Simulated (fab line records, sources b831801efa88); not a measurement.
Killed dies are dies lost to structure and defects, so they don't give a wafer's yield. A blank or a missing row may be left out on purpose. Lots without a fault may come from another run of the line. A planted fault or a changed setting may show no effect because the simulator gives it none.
Which tool did it? | flow gf180mcu | 13 lots, 39 wafers sampled, at 5 steps of a route of 602

WHAT THE GAUGES READ, wafer by wafer
GF_CONTACT_THK_MEAS_03. Usual: CONTACT_CVD_02_THK 861 nm, standard deviation 11.
lot  | measured     | on            | CONTACT_CVD_02_THK (nm) | flag
L491 | day 15 02:29 | film_metro-04 | 837 862 870             |
L492 | day 15 12:43 | film_metro-03 | 860 845 872             |
L493 | day 15 18:01 | film_metro-03 | 853 879 883             |
L496 | day 16 22:45 | film_metro-04 | 864 862 872             |
L502 | day 19 05:19 | film_metro-03 | 862 846 878             |
L503 | day 19 10:15 | film_metro-02 | 853 859 881             |
L506 | day 20 12:17 | film_metro-03 | 847 876 859             |
L507 | day 20 17:04 | film_metro-03 | 864 844 867             |
L509 | day 21 15:04 | film_metro-02 | 853 861 880             |
L510 | day 21 20:44 | film_metro-02 | 851 871 856             |
L512 | day 22 18:04 | film_metro-03 | 842 851 857             |
L511 | day 22 20:09 | film_metro-03 | 855 867 859             |
L514 | day 23 05:42 | film_metro-03 | 847 872 867             |

GF_CONTACT_CD_MEAS_14: target cd 220 nm. Usual: cd_nm 220.0 nm, standard deviation 1.3.
lot  | measured     | on        | cd_nm (nm)        | flag
L491 | day 15 23:32 | cd_sem-02 | 219.3 219.2 218.3 |
L492 | day 16 09:07 | cd_sem-01 | 220.5 219.9 220.0 |
L493 | day 16 16:08 | cd_sem-01 | 222.1 222.5 221.7 |
L496 | day 17 21:55 | cd_sem-02 | 221.4 220.8 220.1 |
L502 | day 20 06:29 | cd_sem-01 | 219.8 219.6 221.4 |
L503 | day 20 10:46 | cd_sem-01 | 221.1 219.8 219.3 |
L506 | day 21 12:01 | cd_sem-01 | 219.3 218.7 218.4 |
L507 | day 21 17:19 | cd_sem-02 | 219.2 218.3 219.6 |
L509 | day 22 15:01 | cd_sem-02 | 218.9 219.6 218.5 |
L510 | day 22 20:31 | cd_sem-02 | 220.1 221.6 220.0 |
L512 | day 23 16:49 | cd_sem-01 | 220.7 219.8 220.1 |
L511 | day 23 19:13 | cd_sem-02 | 223.0 222.8 223.5 |
L514 | day 24 04:24 | cd_sem-01 | 219.3 220.2 218.9 |

GF_M1_CD_MEAS_14: target cd 230 nm. Usual: cd_nm 230.3 nm, standard deviation 1.2.
lot  | measured     | on        | cd_nm (nm)        | flag
L491 | day 17 00:08 | cd_sem-02 | 229.5 228.6 229.9 |
L492 | day 17 08:57 | cd_sem-01 | 231.0 231.4 231.0 |
L493 | day 17 16:37 | cd_sem-02 | 230.0 230.8 230.5 |
L496 | day 19 00:52 | cd_sem-01 | 232.0 233.7 234.2 |
L502 | day 21 07:56 | cd_sem-01 | 220.3 219.9 220.5 | OFF
L503 | day 21 11:58 | cd_sem-02 | 222.1 222.3 222.6 | OFF
L506 | day 22 12:42 | cd_sem-02 | 229.4 228.2 230.0 |
L507 | day 22 17:45 | cd_sem-01 | 228.9 228.6 229.9 |
L509 | day 23 15:01 | cd_sem-01 | 229.5 229.2 229.2 |
L510 | day 23 20:13 | cd_sem-02 | 231.6 231.5 231.5 |
L512 | day 24 16:33 | cd_sem-01 | 230.1 229.4 228.8 |
L511 | day 24 18:33 | cd_sem-01 | 230.5 230.0 229.5 |
L514 | day 25 03:54 | cd_sem-01 | 229.1 230.1 230.5 |

WHICH TOOL RAN EACH LOT (tool, then ch and the chambers of the sampled wafers, then the start)
lot  | GF_SALICIDE_RTA_06               | GF_M1_SOFTBAKE_10
L491 | rtp_anneal-01 ch 0, day 15 02:01 | litho_track-02 ch 0, day 16 12:11
L492 | rtp_anneal-01 ch 0, day 15 12:14 | litho_track-04 ch 0, day 16 22:01
L493 | rtp_anneal-01 ch 0, day 15 17:33 | litho_track-04 ch 0, day 17 04:26
L496 | rtp_anneal-02 ch 0, day 16 22:17 | litho_track-02 ch 0, day 18 12:55
L502 | rtp_anneal-01 ch 0, day 19 04:51 | litho_track-04 ch 0, day 20 20:14
L503 | rtp_anneal-02 ch 0, day 19 09:47 | litho_track-04 ch 0, day 21 00:43
L506 | rtp_anneal-01 ch 0, day 20 11:47 | litho_track-01 ch 0, day 22 01:45
L507 | rtp_anneal-02 ch 0, day 20 16:36 | litho_track-01 ch 0, day 22 06:27
L509 | rtp_anneal-02 ch 0, day 21 14:37 | litho_track-02 ch 0, day 23 03:46
L510 | rtp_anneal-02 ch 0, day 21 20:16 | litho_track-01 ch 0, day 23 08:39
L512 | rtp_anneal-02 ch 0, day 22 17:32 | litho_track-01 ch 0, day 24 05:00
L511 | rtp_anneal-02 ch 0, day 22 19:41 | litho_track-01 ch 0, day 24 07:15
L514 | rtp_anneal-02 ch 0, day 23 05:13 | litho_track-02 ch 0, day 24 17:22
- GF_SALICIDE_RTA_06: time 30 s.
- GF_M1_SOFTBAKE_10: time 60 s.

WHAT THE TOOLS THEMSELVES READ (means of the sampled wafers that have a number; where no wafer has one, the mark that the record gives instead)
GF_SALICIDE_RTA_06. Usual: lamp_power_pct 6.7 %, standard deviation 0.64; wafer_temp_C_max 532.9, standard deviation 0.88.
lot  | tool          | lamp_power_pct (%) | wafer_temp_C_max | flag
L491 | rtp_anneal-01 | 7.5                | 533.5            |
L492 | rtp_anneal-01 | 7.5                | 533.2            |
L493 | rtp_anneal-01 | 7.5                | 533.9            |
L496 | rtp_anneal-02 | 6.2                | 532.0            |
L502 | rtp_anneal-01 | 7.5                | 534.1            |
L503 | rtp_anneal-02 | 6.2                | 532.0            |
L506 | rtp_anneal-01 | 7.5                | 533.8            |
L507 | rtp_anneal-02 | 6.2                | 533.0            |
L509 | rtp_anneal-02 | 6.2                | 532.2            |
L510 | rtp_anneal-02 | 6.2                | 532.4            |
L512 | rtp_anneal-02 | 6.2                | 532.5            |
L511 | rtp_anneal-02 | 6.2                | 532.3            |
L514 | rtp_anneal-02 | 6.2                | 532.3            |

GF_M1_SOFTBAKE_10. Usual: heater_power_total_W 93.05 W, standard deviation 0.054; plate_temp_C 129.97 C, standard deviation 0.14.
lot  | tool           | heater_power_total_W (W) | plate_temp_C (C) | flag
L491 | litho_track-02 | 93.06                    | 129.80           |
L492 | litho_track-04 | 93.03                    | 129.83           |
L493 | litho_track-04 | 93.07                    | 130.13           |
L496 | litho_track-02 | 93.02                    | 129.99           |
L502 | litho_track-04 | 96.01                    | 133.26           | OFF
L503 | litho_track-04 | 96.04                    | 133.37           | OFF
L506 | litho_track-01 | 93.05                    | 130.09           |
L507 | litho_track-01 | 93.04                    | 129.94           |
L509 | litho_track-02 | 93.06                    | 129.95           |
L510 | litho_track-01 | 93.06                    | 129.89           |
L512 | litho_track-01 | 93.04                    | 129.96           |
L511 | litho_track-01 | 93.07                    | 129.97           |
L514 | litho_track-02 | 93.04                    | 129.89           |

THE ANSWER, worked out from the rows above alone
Rule: a lot is off if the mean of its wafers that have a number lies more than 3 standard deviations from the usual mean. A lot without any number at a reading at which 4 lots or more have one is off too. The other lots that the step has rows for count as sound. The gauges are gone through in route order, then the tools' own readings, and for those a lot's mean is taken as printed above. The first step at which some lot is off is used, and at that step the reading that is off furthest; a lot without a number counts as furthest.
Off: L502, L503, at GF_M1_CD_MEAS_14 (cd_nm).
A tool fits if, at a process step before that reading, it ran every lot that is off, and no sound lot after the first of them. The gauges at GF_M1_CD_MEAS_14 aren't tried: what is off there is off at GF_M1_SOFTBAKE_10 too, on other tools, and a gauge's error can't cause that. One fits: litho_track-04 at GF_M1_SOFTBAKE_10. Its last sound lot is L493 (day 17 04:26), its first lot that is off L502 (day 20 20:14): a fault that began between those two fits.
The tool's own readings at GF_M1_SOFTBAKE_10 bear it out: on the lots that are off they differ by more than 5 times the standard deviation of the sound lots' means. heater_power_total_W reads 96.03 W there against 93.05 W on the sound lots; plate_temp_C reads 133.31 C there against 129.95 C on the sound lots.

WHAT THE SIMULATOR HAD PUT IN
Process parameter drift: litho_track-04, from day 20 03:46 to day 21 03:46, at GF_M1_SOFTBAKE_10. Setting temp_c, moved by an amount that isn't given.
Lots struck among those shown: L502, L503. The rule above found the same.
